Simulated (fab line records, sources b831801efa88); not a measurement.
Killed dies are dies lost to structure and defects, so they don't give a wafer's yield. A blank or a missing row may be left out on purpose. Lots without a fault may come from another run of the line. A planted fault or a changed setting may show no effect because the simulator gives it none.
Which tool did it? | flow gf180mcu | 11 lots, 33 wafers sampled, at 6 steps of a route of 602

WHAT THE GAUGES READ, wafer by wafer
GF_STI_CD_MEAS_12: target cd 220 nm.
lot  | measured    | on        | cd_nm (nm)
L501 | day 2 01:39 | cd_sem-02 | 221.4 222.3 221.8
L502 | day 2 06:07 | cd_sem-02 | 218.3 219.2 217.9
L503 | day 2 13:42 | cd_sem-02 | 218.4 218.9 218.4
L505 | day 2 22:05 | cd_sem-01 | 219.2 219.2 219.7
L507 | day 3 08:24 | cd_sem-02 | 220.5 220.6 220.1
L513 | day 4 15:17 | cd_sem-02 | 221.5 222.1 221.4
L516 | day 5 06:51 | cd_sem-01 | 220.4 220.1 221.2
L519 | day 5 21:49 | cd_sem-01 | 219.5 218.8 218.8
L522 | day 6 13:16 | cd_sem-02 | 221.8 221.7 222.4
L523 | day 6 19:02 | cd_sem-02 | 217.6 218.4 216.4
L524 | day 6 22:56 | cd_sem-02 | 219.7 219.2 219.3

GF_MVSD_TW_MEAS_11.
lot  | measured     | on            | MVSD_TW
L501 | day 4 11:06  | film_metro-01 | 1596 1597 1590
L502 | day 4 16:04  | film_metro-01 | 1592 1589 1587
L503 | day 5 00:39  | film_metro-02 | 1592 1585 1589
L505 | day 5 10:19  | film_metro-02 | 1590 1580 1582
L507 | day 5 20:07  | film_metro-04 | 1585 1582 1589
L513 | day 7 07:35  | film_metro-01 | 30 30 30 30 30 30
L516 | day 8 02:18  | film_metro-02 | 1592 1587 1588
L519 | day 8 17:41  | film_metro-02 | 1592 1586 1590
L522 | day 9 19:19  | film_metro-02 | 1593 1596 1603
L523 | day 9 19:40  | film_metro-04 | 1594 1596 1588
L524 | day 10 00:28 | film_metro-01 | 1593 1588 1606

GF_VT_IMPLANT_RS_MEAS_47: measures by four-point-probe.
lot  | measured     | on            | NWELL_RS (ohm/sq)
L501 | day 7 13:00  | film_metro-04 | 487.6 486.7 487.1
L502 | day 7 18:47  | film_metro-04 | 487.7 489.6 488.8
L503 | day 8 03:15  | film_metro-01 | 487.6 487.6 488.0
L505 | day 8 13:46  | film_metro-01 | 486.5 487.1 486.4
L507 | day 9 02:58  | film_metro-04 | 488.8 487.3 489.1
L516 | day 11 18:08 | film_metro-01 | 488.2 488.1 488.0
L519 | day 12 13:24 | film_metro-01 | 489.5 487.6 487.8
L522 | day 13 19:40 | film_metro-01 | 488.2 490.2 487.4
L523 | day 13 19:58 | film_metro-02 | 486.5 487.4 487.0
L524 | day 14 01:25 | film_metro-04 | 488.1 489.6 486.9

WHICH TOOL RAN EACH LOT (tool, then ch and the chambers of the sampled wafers, then the start)
lot  | GF_NWELL_STRIP_10                   | GF_LVPWELL_STRIP_10                 | GF_MVSD_STRIP_10
L501 | plasma_asher-01 ch 0,1, day 3 08:16 | plasma_asher-04 ch 0,1, day 3 21:44 | plasma_asher-04 ch 0,1, day 4 11:00
L502 | plasma_asher-02 ch 0,1, day 3 12:48 | plasma_asher-02 ch 0,1, day 4 02:02 | plasma_asher-04 ch 0,1, day 4 15:58
L503 | plasma_asher-01 ch 0,1, day 3 21:30 | plasma_asher-02 ch 0, day 4 10:39   | plasma_asher-02 ch 0,1, day 5 00:33
L505 | plasma_asher-01 ch 0, day 4 05:45   | plasma_asher-04 ch 0,1, day 4 19:53 | plasma_asher-04 ch 0,1, day 5 10:13
L507 | plasma_asher-01 ch 0,1, day 4 15:43 | plasma_asher-02 ch 0,1, day 5 05:30 | plasma_asher-02 ch 0,1, day 5 20:00
L513 | plasma_asher-03 ch 0,1, day 6 01:56 | plasma_asher-02 ch 0,1, day 6 16:29 | plasma_asher-02 ch 0,1, day 7 07:29
L516 | plasma_asher-03 ch 0,1, day 6 18:04 | plasma_asher-04 ch 0,1, day 7 09:28 | plasma_asher-03 ch 0,1, day 8 02:12
L519 | plasma_asher-02 ch 0,1, day 7 08:25 | plasma_asher-04 ch 0,1, day 8 01:12 | plasma_asher-02 ch 0,1, day 8 17:35
L522 | plasma_asher-03 ch 1, day 8 09:27   | plasma_asher-02 ch 0,1, day 9 01:41 | plasma_asher-03 ch 0,1, day 9 19:13
L523 | plasma_asher-02 ch 0,1, day 8 09:37 | plasma_asher-04 ch 0,1, day 9 01:46 | plasma_asher-03 ch 0,1, day 9 19:34
L524 | plasma_asher-01 ch 0,1, day 8 13:22 | plasma_asher-01 ch 1, day 9 06:21   | plasma_asher-04 ch 0, day 10 00:22
- GF_NWELL_STRIP_10: strips in O2/N2.
- GF_LVPWELL_STRIP_10: strips in O2/N2.
- GF_MVSD_STRIP_10: strips in O2/N2.

WHAT THE TOOLS THEMSELVES READ (means of the sampled wafers that have a number; where no wafer has one, the mark that the record gives instead)
GF_NWELL_STRIP_10.
lot  | tool            | drypump_motor_current_A (A) | heater_power_w (W) | o2_flow_sccm (sccm) | oes_product_au (a.u.) | strip_time_to_endpoint_s (s)
L501 | plasma_asher-01 | 5.9                         | 362                | 3001                | 0.722                 | 36.79
L502 | plasma_asher-02 | 5.2                         | 379                | 3008                | 0.717                 | 36.96
L503 | plasma_asher-01 | 6.1                         | 385                | 3006                | 0.715                 | 37.00
L505 | plasma_asher-01 | 6.2                         | 407                | 2992                | 0.722                 | 36.97
L507 | plasma_asher-01 | 5.9                         | 363                | 3005                | 0.726                 | 36.98
L513 | plasma_asher-03 | 5.4                         | 274                | 2990                | 0.719                 | 36.88
L516 | plasma_asher-03 | 5.4                         | 274                | 3001                | 0.725                 | 37.19
L519 | plasma_asher-02 | 5.2                         | 378                | 3004                | 0.722                 | 36.95
L522 | plasma_asher-03 | 6.1                         | 284                | 2992                | 0.723                 | 37.12
L523 | plasma_asher-02 | 5.1                         | 347                | 3004                | 0.721                 | 36.94
L524 | plasma_asher-01 | 6.0                         | 393                | 3001                | 0.718                 | 37.11

GF_LVPWELL_STRIP_10.
lot  | tool            | drypump_motor_current_A (A) | heater_power_w (W) | o2_flow_sccm (sccm) | oes_product_au (a.u.) | strip_time_to_endpoint_s (s)
L501 | plasma_asher-04 | 5.9                         | 400                | 2990                | 0.718                 | 37.03
L502 | plasma_asher-02 | 5.1                         | 379                | 3003                | 0.723                 | 36.91
L503 | plasma_asher-02 | 5.1                         | 315                | 3005                | 0.723                 | 36.88
L505 | plasma_asher-04 | 6.0                         | 354                | 2993                | 0.723                 | 37.00
L507 | plasma_asher-02 | 5.1                         | 345                | 3005                | 0.725                 | 37.00
L513 | plasma_asher-02 | 5.2                         | 382                | 3010                | 0.936                 | -
L516 | plasma_asher-04 | 6.0                         | 366                | 2995                | 0.719                 | 37.07
L519 | plasma_asher-04 | 5.9                         | 398                | 2998                | 0.723                 | 36.78
L522 | plasma_asher-02 | 5.1                         | 343                | 3004                | 0.721                 | 36.93
L523 | plasma_asher-04 | 6.0                         | 399                | 3013                | 0.719                 | 36.81
L524 | plasma_asher-01 | 5.7                         | 333                | 2989                | 0.722                 | 36.98

GF_MVSD_STRIP_10.
lot  | tool            | drypump_motor_current_A (A) | heater_power_w (W) | o2_flow_sccm (sccm) | oes_product_au (a.u.) | strip_time_to_endpoint_s (s)
L501 | plasma_asher-04 | 5.9                         | 406                | 3002                | 0.725                 | 36.90
L502 | plasma_asher-04 | 6.0                         | 361                | 3005                | 0.719                 | 37.01
L503 | plasma_asher-02 | 5.1                         | 345                | 3005                | 0.728                 | 36.99
L505 | plasma_asher-04 | 6.0                         | 400                | 3003                | 0.727                 | 37.08
L507 | plasma_asher-02 | 5.2                         | 346                | 3005                | 0.724                 | 36.95
L513 | plasma_asher-02 | 5.1                         | 344                | 3011                | 0.723                 | 57.89
L516 | plasma_asher-03 | 5.4                         | 274                | 2999                | 0.722                 | 36.96
L519 | plasma_asher-02 | 5.2                         | 382                | 3006                | 0.720                 | 37.03
L522 | plasma_asher-03 | 5.4                         | 279                | 3004                | 0.719                 | 36.97
L523 | plasma_asher-03 | 5.4                         | 275                | 2999                | 0.726                 | 37.01
L524 | plasma_asher-04 | 5.8                         | 439                | 3003                | 0.725                 | 36.97

THE ANSWER, worked out from the rows above alone
Rule: what is usual is taken from the lots themselves. Put in order of their means at a reading, lots are off if they are a third of the lots or fewer, leave a main group of 4 or more, and stand apart from it by a gap of 3 or more times the standard deviation of the main group's means; of several such gaps the widest counts. A main group whose means are all the same, to the digits that the tables above print for the reading, isn't used. A lot without any number at a reading at which 4 lots or more have one is off too. The other lots that the step has rows for count as sound. The gauges are gone through in route order, then the tools' own readings, and for those a lot's mean is taken as printed above. The first step at which some lot is off is used, and at that step the reading that is off furthest; a lot without a number counts as furthest.
Off: L513, at GF_MVSD_TW_MEAS_11 (MVSD_TW). The main group: mean 1591, standard deviation 4.1.
A tool fits if, at a process step before that reading, it ran every lot that is off, and no sound lot after the first of them. The gauges at GF_MVSD_TW_MEAS_11 aren't tried: what is off there is off at GF_NWELL_STRIP_10 too, on other tools, and a gauge's error can't cause that. None of those tried fits.

WHAT THE SIMULATOR HAD PUT IN
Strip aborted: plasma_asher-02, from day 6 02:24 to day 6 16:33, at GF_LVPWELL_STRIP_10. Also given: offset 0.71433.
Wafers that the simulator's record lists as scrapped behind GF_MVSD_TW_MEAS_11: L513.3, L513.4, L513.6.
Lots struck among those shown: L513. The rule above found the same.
